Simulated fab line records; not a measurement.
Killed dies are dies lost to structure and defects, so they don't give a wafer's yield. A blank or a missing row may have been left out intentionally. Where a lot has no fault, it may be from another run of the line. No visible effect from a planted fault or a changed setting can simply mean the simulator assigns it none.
Which tool did it? / flow gf180mcu / route of 602 steps, sampled at 1 step: 7 lots, 21 wafers

## WHAT THE GAUGES SHOWED, per wafer
GF_NSD_OVL_MEAS_08.
lot=L130; measured=day 14 13:55; on=overlay-01; NSD_OVL (nm)=0.9 0.6 1.0
lot=L134; measured=day 15 18:19; on=overlay-02; NSD_OVL (nm)=0.3 -0.5 -0.4
lot=L137; measured=day 16 10:57; on=overlay-01; NSD_OVL (nm)=2.0 1.9 3.6
lot=L140; measured=day 17 10:55; on=overlay-01; NSD_OVL (nm)=2.3 2.3 1.0
lot=L142; measured=day 18 05:43; on=overlay-01; NSD_OVL (nm)=0.4 -0.3 -0.3
lot=L148; measured=day 19 22:18; on=overlay-01; NSD_OVL (nm)=0.5 0.9 -0.1
lot=L151; measured=day 21 07:27; on=overlay-02; NSD_OVL (nm)=1.1 1.7 0.7

## TOOL THAT RAN EACH LOT (tool first, then ch and the chambers of the sampled wafers, then the start)
Before these readings, the record contains no process step.

## THE ANSWER, worked out from the rows above alone
Rule: what is usual is taken from the lots themselves. The widest of any qualifying gaps counts: lots, ordered by their means at a reading, are off when they make up no more than a third of the lots, leave a main group of 4 or more, and stand apart from it by 3 or more times the standard deviation of that group's means. If all means in a main group match to the digits the tables above print for the reading, that group is not used. Also off: a lot with no number at a reading for which 4 or more lots have one. Where the step has rows for the other lots, those lots are counted as sound.
No lot is off at any reading shown: from this, nothing can be told.

## WHAT THE SIMULATOR HAD PUT IN
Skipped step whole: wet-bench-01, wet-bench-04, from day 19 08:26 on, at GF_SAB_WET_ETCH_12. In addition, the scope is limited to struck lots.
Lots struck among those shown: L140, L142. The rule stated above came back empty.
